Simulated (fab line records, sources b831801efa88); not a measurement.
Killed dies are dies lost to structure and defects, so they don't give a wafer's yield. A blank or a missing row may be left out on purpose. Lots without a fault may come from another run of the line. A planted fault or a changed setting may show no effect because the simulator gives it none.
Chamber matching | flow sky130 | SKY_VIA4_CMP_02 on cmp-02: 4 sister chambers
The step polishes SiO2. 4 wafers are shown with their chamber, then 8 later ones without.

WAFERS WITH THEIR CHAMBER
wafer  | chamber | motor_current_A (A)
L774.3 | 0       | 12.2
L778.1 | 1       | 11.7
L778.5 | 2       | 14.2
L779.2 | 3       | 15.6

WAFERS WITHOUT THEIR CHAMBER
wafer  | motor_current_A (A)
L779.3 | 11.3
L779.4 | 11.1
L780.4 | 15.7
L780.5 | 11.2
L780.6 | 15.3
L785.1 | 16.3
L785.3 | 12.5
L785.6 | 13.6

WHICH CHAMBER EACH WENT THROUGH
wafer  | from the rows above     | in truth
L779.3 | can't be placed: 1 or 0 | 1
L779.4 | can't be placed: 1 or 0 | 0
L780.4 | 3                       | 3
L780.5 | can't be placed: 1 or 0 | 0
L780.6 | can't be placed: 3 or 2 | 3
L785.1 | 3                       | 3
L785.3 | can't be placed: 0 or 1 | 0
L785.6 | can't be placed: 2 or 0 | 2
Placed correctly: 2 of 8. Can't be placed from these rows: 6 (the true chamber is among the candidates in 6). Placed wrongly: 0.
How it was worked out, from the rows above alone: a wafer's distance from a chamber is the root of the sum, over the readings, of the square of ((its reading less the chamber's mean) divided by the reading's scatter). The wafer belongs to the nearest chamber; if the next one is less than 2 further off, it can't be placed. A chamber's mean is the mean of its shown wafers. The scatter: with one shown wafer a chamber, the root of the mean of the squares of how far each hidden wafer lies from its nearest shown one.
